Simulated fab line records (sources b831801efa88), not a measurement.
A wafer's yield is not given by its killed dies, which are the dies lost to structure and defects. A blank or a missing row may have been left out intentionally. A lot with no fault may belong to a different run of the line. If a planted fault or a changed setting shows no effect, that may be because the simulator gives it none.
A lot that was struck, set against a sound lot || flow sky130 || 15 out of 708 route steps
Sound: the wafers L180.1, L180.2, L180.3. Struck: wafers L194.2, L194.3, L194.6. At the end, the cause is stated.
Order at every step that has rows: each side's tool, ch and its chambers, its first start. Under that, the readings that differ: sound wafers || struck wafers || difference of the means || sigmas: that difference in standard deviations of wafers without a fault.
alike: readings whose means differ by less than 2 such deviations, and words and numbers that are the same on both sides. not compared: withheld readings, readings that some wafer has no value for, bounds like >300 that may hide the same value, and numbers for which the record gives no deviation and whose values overlap.
A row with sigmas, a row that says differs or no value, or rows on one side alone: a step with any of these is where the two part. Numbers that don't overlap but have no deviation are shown without sigmas and don't part them. A reading missing from all wafers of one side parts the sides only when that side holds two or more wafers.

first, 5 steps without rows for these wafers: SKY_SONOS_TUNNEL_COAT_02 (resist thk 1140 nm); SKY_SONOS_TUNNEL_SOFTBAKE_03 (time 60 s); SKY_SONOS_TUNNEL_EXPOSE_04 (exposes mask TUNM, target cd 410 nm); SKY_SONOS_TUNNEL_PEB_05; SKY_SONOS_TUNNEL_DEVELOP_06 (develop time 60 s).
SKY_SONOS_TUNNEL_CD_MEAS_07 targets a cd of 410 nm.
  sound: cd_sem-02 at day 11 04:07; struck: cd_sem-02 at day 15 16:53
  alike: cd_nm
SKY_SONOS_TUNNEL_OVL_MEAS_08:
  sound: overlay-01 at day 11 04:15; struck: overlay-01 at day 15 16:59
  alike: SONOS_TUNNEL_OVL
then, 3 steps without rows for these wafers: SKY_SONOS_TUNNEL_IMPLANT_09; SKY_SONOS_TUNNEL_WET_ETCH_10 (etches SiO2 in dHF, target depth 14 nm, time 280 s); SKY_SONOS_TUNNEL_STRIP_11 (strips in SPM, time 600 s).
SKY_SONOS_TUNNEL_TW_MEAS_12:
  sound: film_metro-02 at day 11 04:42; struck: film_metro-02 at day 15 17:28
  alike: SONOS_TUNNEL_TW
then, 1 step without rows for these wafers: SKY_SONOS_TUNNEL_CLEAN_13 (cleans in dHF, time 20 s).
SKY_SONOS_ONO_OXIDATION_00: stabilise 600 s, purge 300 s, target thk 2.6 nm.
  sound on furnace-01 ch 0, day 11 08:38; struck on furnace-01 ch 0, day 15 18:38
{"reading": "spike_tc_bottom_C (C)", "sound": "819.7 819.2 818.7", "struck": "798.5 800.7 800.9", "difference": -19.2, "sigmas": -19}
{"reading": "spike_tc_centre_C (C)", "sound": "797.8 798.9 800.3", "struck": "781.1 780.8 781.9", "difference": -17.7, "sigmas": -16}
{"reading": "spike_tc_lower_C (C)", "sound": "802.8 802.6 803.6", "struck": "785.6 784.3 786.1", "difference": -17.7, "sigmas": -7}
{"reading": "spike_tc_top_C (C)", "sound": "809.4 813.0 810.6", "struck": "794.1 792.2 793.7", "difference": -17.7, "sigmas": -7}
{"reading": "spike_tc_upper_C (C)", "sound": "798.3 800.2 798.8", "struck": "779.8 783.8 780.2", "difference": -17.8, "sigmas": -16}
{"reading": "tube_center_temp_C (C)", "sound": "799.99 799.97 799.95", "struck": "781.49 781.42 781.36", "difference": -18.55, "sigmas": "-99 or more"}
{"reading": "tube_center_temp_C_max", "sound": "802.0 802.3 801.8", "struck": "783.5 783.3 783.4", "difference": -18.6, "sigmas": -53}
{"reading": "zone_power_bottom_pct (%)", "sound": "23.5 23.7 24.1", "struck": "22.5 22.8 22.9", "difference": -1.0, "sigmas": -2}
{"reading": "model.SiO2_of_SONOS_ONO_OXIDATION_00.thk_nm (nm)", "sound": "2.731 2.692 2.711", "struck": "2.07 2.071 2.068", "difference": -0.64, "sigmas": ""}
SKY_SONOS_ONO_THK_MEAS_01:
  sound: film_metro-03 at day 11 09:59; struck: film_metro-04 at day 15 20:13
{"reading": "SONOS_ONO_OXIDATION_THK (nm)", "sound": "2.74 2.68 2.64", "struck": "2.04 2.06 2.03", "difference": -0.64, "sigmas": -11}
  not compared: hold
-- the record jumps here: 33 days lie between the struck wafers' starts before and after (it left off in module SONOS_ONO and takes up again in module PAD_OPEN, whose first step shown is number 708 of the route) --
SKY_PAD_OPEN_PROBE_99:
  sound: prober-01 at day 45 18:41; struck: prober-01 at day 49 02:14
{"reading": "model.etest.sonos_erased.drive_ua_um", "sound": "183.3 191.7 207.4", "struck": "216.3 222.2 237.7", "difference": "+31.3", "sigmas": ""}
{"reading": "model.etest.sonos_uncharged.r_on_ohm_um", "sound": "835.5 821 820.9", "struck": "787.4 791.3 799.5", "difference": -33.1, "sigmas": ""}
{"reading": "model.etest.cap_ono.gate_log10_a_cm2", "sound": "-8.052 -7.995 -8.073", "struck": "-7.05 -7.043 -7.05", "difference": "+0.99", "sigmas": ""}
{"reading": "model.etest.cap_ono.gate_bv_v (V)", "sound": "15.99 16.22 16.29", "struck": "15.87 15.79 15.64", "difference": -0.40, "sigmas": ""}
{"reading": "model.etest.cap_ono.tox_acc_nm (nm)", "sound": "13.04 12.93 12.98", "struck": "12.2 12.21 12.18", "difference": -0.8, "sigmas": ""}
{"reading": "model.etest.sonos_erased.vt_v (V)", "sound": "-2.203 -2.252 -2.239", "struck": "-2.591 -2.583 -2.618", "difference": -0.366, "sigmas": ""}
{"reading": "model.etest.sonos_baked.vt_less_v (V)", "sound": "-0.4929 -0.5511 -0.4783", "struck": "-0.729 -0.7106 -0.7318", "difference": -0.216, "sigmas": ""}
{"reading": "model.etest.sonos_baked.vt_v (V)", "sound": "0.9777 0.9625 0.9992", "struck": "0.9178 0.905 0.9349", "difference": -0.0606, "sigmas": ""}
  alike: killed_at_M0_to_M3, killed_at_M4_up, killed_at_contacts, killed_at_front_end, killed_at_other, killed_dies, killed_open, killed_short

WHERE THEY PART
At SKY_SONOS_ONO_OXIDATION_00 first; at SKY_SONOS_ONO_THK_MEAS_01 last (within this record only). Later steps at which nothing parts them and some readings are alike: SKY_PAD_OPEN_PROBE_99.

WHY: whatever the simulator had introduced
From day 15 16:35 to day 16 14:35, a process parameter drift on furnace-01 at SKY_SONOS_ONO_OXIDATION_00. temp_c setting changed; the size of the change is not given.
